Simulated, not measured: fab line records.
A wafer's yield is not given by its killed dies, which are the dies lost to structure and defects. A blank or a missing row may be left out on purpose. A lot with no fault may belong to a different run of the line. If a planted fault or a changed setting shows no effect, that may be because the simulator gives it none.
What tool caused it? / flow sky130 / 30 wafers from 10 lots sampled at 3 of the route's 708 steps

== WHAT EACH GAUGE READ, for each wafer ==
SKY_PWDE_OVL_MEAS_07. Usual: PWDE_OVL gives 0.3 nm (standard deviation 1.1).
lot=L922; measured=day 4 10:49; on=overlay-02; PWDE_OVL (nm)=-0.4 -0.5 0.8; flag=
lot=L927; measured=day 5 08:48; on=overlay-02; PWDE_OVL (nm)=1.4 1.0 1.2; flag=
lot=L928; measured=day 5 09:19; on=overlay-01; PWDE_OVL (nm)=0.0 0.3 0.8; flag=
lot=L935; measured=day 6 22:27; on=overlay-01; PWDE_OVL (nm)=0.5 0.5 -0.5; flag=
lot=L936; measured=day 7 05:38; on=overlay-01; PWDE_OVL (nm)=-1.4 0.2 -0.1; flag=
lot=L938; measured=day 7 23:39; on=overlay-02; PWDE_OVL (nm)=1.2 1.8 1.4; flag=
lot=L942; measured=day 8 15:21; on=overlay-02; PWDE_OVL (nm)=0.7 0.1 -0.7; flag=
lot=L943; measured=day 9 00:26; on=overlay-02; PWDE_OVL (nm)=0.2 -1.4 -0.6; flag=
lot=L944; measured=day 9 09:50; on=overlay-01; PWDE_OVL (nm)=0.1 -0.2 -1.4; flag=
lot=L945; measured=day 9 15:48; on=overlay-01; PWDE_OVL (nm)=-0.2 0.7 0.1; flag=

SKY_SPACER_THK_MEAS_01. Usual: SPACER_CVD_00_THK gives 43.4 nm (standard deviation 0.38).
lot=L922; measured=day 24 02:08; on=film-metro-04; SPACER_CVD_00_THK (nm)=43.4 43.4 43.5; flag=
lot=L927; measured=day 25 17:32; on=film-metro-01; SPACER_CVD_00_THK (nm)=34.4 34.1 34.2 34.4 34.0 34.2; flag=OFF
lot=L928; measured=day 25 20:51; on=film-metro-03; SPACER_CVD_00_THK (nm)=33.9 34.1 33.8 33.9 34.1 33.8; flag=OFF
lot=L935; measured=day 28 16:04; on=film-metro-04; SPACER_CVD_00_THK (nm)=43.3 43.5 43.3; flag=
lot=L936; measured=day 28 18:38; on=film-metro-03; SPACER_CVD_00_THK (nm)=43.0 42.9 42.9; flag=
lot=L938; measured=day 29 21:21; on=film-metro-01; SPACER_CVD_00_THK (nm)=43.4 43.3 43.1; flag=
lot=L942; measured=day 31 01:37; on=film-metro-03; SPACER_CVD_00_THK (nm)=43.1 43.6 43.2; flag=
lot=L943; measured=day 31 00:24; on=film-metro-03; SPACER_CVD_00_THK (nm)=43.3 43.4 43.1; flag=
lot=L944; measured=day 31 06:28; on=film-metro-03; SPACER_CVD_00_THK (nm)=42.6 42.7 42.4; flag=
lot=L945; measured=day 31 15:45; on=film-metro-03; SPACER_CVD_00_THK (nm)=43.4 43.5 43.2; flag=

== WHAT TOOL EACH LOT RAN ON (gives the tool, then ch and the chambers of the sampled wafers, and finally the start) ==
lot=L922; SKY_SPACER_CVD_00=lpcvd-02 ch 0, day 24 00:20
lot=L927; SKY_SPACER_CVD_00=lpcvd-02 ch 1, day 25 15:44
lot=L928; SKY_SPACER_CVD_00=lpcvd-02 ch 1, day 25 19:38
lot=L935; SKY_SPACER_CVD_00=lpcvd-02 ch 1, day 28 14:52
lot=L936; SKY_SPACER_CVD_00=lpcvd-02 ch 0, day 28 17:25
lot=L938; SKY_SPACER_CVD_00=lpcvd-02 ch 0, day 29 20:08
lot=L942; SKY_SPACER_CVD_00=lpcvd-02 ch 1, day 31 00:24
lot=L943; SKY_SPACER_CVD_00=lpcvd-02 ch 1, day 30 23:12
lot=L944; SKY_SPACER_CVD_00=lpcvd-02 ch 1, day 31 05:13
lot=L945; SKY_SPACER_CVD_00=lpcvd-02 ch 0, day 31 14:32
- SKY_SPACER_CVD_00: deposits Si3N4 from DCS/NH3, target thk 43.1 nm, time 740 s.

== WHAT THE TOOLS THEMSELVES READ (means of the sampled wafers that have a number; where no wafer has one, the mark that the record gives instead) ==
SKY_SPACER_CVD_00. Usual: pressure-mtorr 249.9 mTorr, standard deviation 0.49; spike-tc-bottom-C 792 C, standard deviation 3.8; spike-tc-centre-C 771.0 C, standard deviation 1.5; spike-tc-lower-C 769.8 C, standard deviation 0.94; spike-tc-top-C 784.4 C, standard deviation 2; spike-tc-upper-C 769.4 C, standard deviation 1.3; susceptor-temp-C 770.0 C, standard deviation 0.31.
lot=L922; tool=lpcvd-02; pressure-mtorr (mTorr)=249.6; spike-tc-bottom-C (C)=796; spike-tc-centre-C (C)=769.6; spike-tc-lower-C (C)=769.6; spike-tc-top-C (C)=785.6; spike-tc-upper-C (C)=769.9; susceptor-temp-C (C)=770.0; flag=
lot=L927; tool=lpcvd-02; pressure-mtorr (mTorr)=250.3; spike-tc-bottom-C (C)=775; spike-tc-centre-C (C)=759.2; spike-tc-lower-C (C)=757.3; spike-tc-top-C (C)=769.9; spike-tc-upper-C (C)=755.3; susceptor-temp-C (C)=756.3; flag=OFF
lot=L928; tool=lpcvd-02; pressure-mtorr (mTorr)=249.4; spike-tc-bottom-C (C)=775; spike-tc-centre-C (C)=759.1; spike-tc-lower-C (C)=756.4; spike-tc-top-C (C)=771.3; spike-tc-upper-C (C)=755.6; susceptor-temp-C (C)=756.4; flag=OFF
lot=L935; tool=lpcvd-02; pressure-mtorr (mTorr)=250.1; spike-tc-bottom-C (C)=788; spike-tc-centre-C (C)=771.9; spike-tc-lower-C (C)=769.9; spike-tc-top-C (C)=783.2; spike-tc-upper-C (C)=769.1; susceptor-temp-C (C)=769.8; flag=
lot=L936; tool=lpcvd-02; pressure-mtorr (mTorr)=250.1; spike-tc-bottom-C (C)=796; spike-tc-centre-C (C)=769.6; spike-tc-lower-C (C)=769.6; spike-tc-top-C (C)=786.1; spike-tc-upper-C (C)=770.4; susceptor-temp-C (C)=770.3; flag=
lot=L938; tool=lpcvd-02; pressure-mtorr (mTorr)=249.6; spike-tc-bottom-C (C)=796; spike-tc-centre-C (C)=770.2; spike-tc-lower-C (C)=770.3; spike-tc-top-C (C)=787.1; spike-tc-upper-C (C)=770.3; susceptor-temp-C (C)=769.7; flag=
lot=L942; tool=lpcvd-02; pressure-mtorr (mTorr)=249.7; spike-tc-bottom-C (C)=789; spike-tc-centre-C (C)=772.8; spike-tc-lower-C (C)=770.1; spike-tc-top-C (C)=782.1; spike-tc-upper-C (C)=768.2; susceptor-temp-C (C)=769.7; flag=
lot=L943; tool=lpcvd-02; pressure-mtorr (mTorr)=250.7; spike-tc-bottom-C (C)=788; spike-tc-centre-C (C)=771.0; spike-tc-lower-C (C)=769.5; spike-tc-top-C (C)=783.4; spike-tc-upper-C (C)=768.5; susceptor-temp-C (C)=770.2; flag=
lot=L944; tool=lpcvd-02; pressure-mtorr (mTorr)=249.6; spike-tc-bottom-C (C)=788; spike-tc-centre-C (C)=773.1; spike-tc-lower-C (C)=770.6; spike-tc-top-C (C)=782.0; spike-tc-upper-C (C)=768.5; susceptor-temp-C (C)=769.8; flag=
lot=L945; tool=lpcvd-02; pressure-mtorr (mTorr)=249.9; spike-tc-bottom-C (C)=796; spike-tc-centre-C (C)=769.5; spike-tc-lower-C (C)=769.3; spike-tc-top-C (C)=786.4; spike-tc-upper-C (C)=769.2; susceptor-temp-C (C)=769.7; flag=

== THE ANSWER, worked out from the rows above alone ==
Rule: a lot counts as off when the mean over its wafers that have a number is more than 3 standard deviations away from the usual mean. A lot without any number at a reading at which 4 lots or more have one is off too. Any other lot the step has rows for is counted as sound. After the gauges, taken in route order, come the tools' own readings; for these a lot's mean is taken, as printed above. At the first step where some lot is off, the reading lying furthest off is the one used; lots without a number count as furthest.
Off: L927, L928, at SKY_SPACER_THK_MEAS_01 (SPACER_CVD_00_THK).
If a tool, at a process step before that reading, ran all the lots that are off and no sound lot after the first of them, it fits. The gauges at SKY_SPACER_THK_MEAS_01 aren't tried: what is off there is off at SKY_SPACER_CVD_00 too, on other tools, and a gauge's error can't cause that. Of those tried, none fits.

== WHAT WAS PUT IN BY THE SIMULATOR ==
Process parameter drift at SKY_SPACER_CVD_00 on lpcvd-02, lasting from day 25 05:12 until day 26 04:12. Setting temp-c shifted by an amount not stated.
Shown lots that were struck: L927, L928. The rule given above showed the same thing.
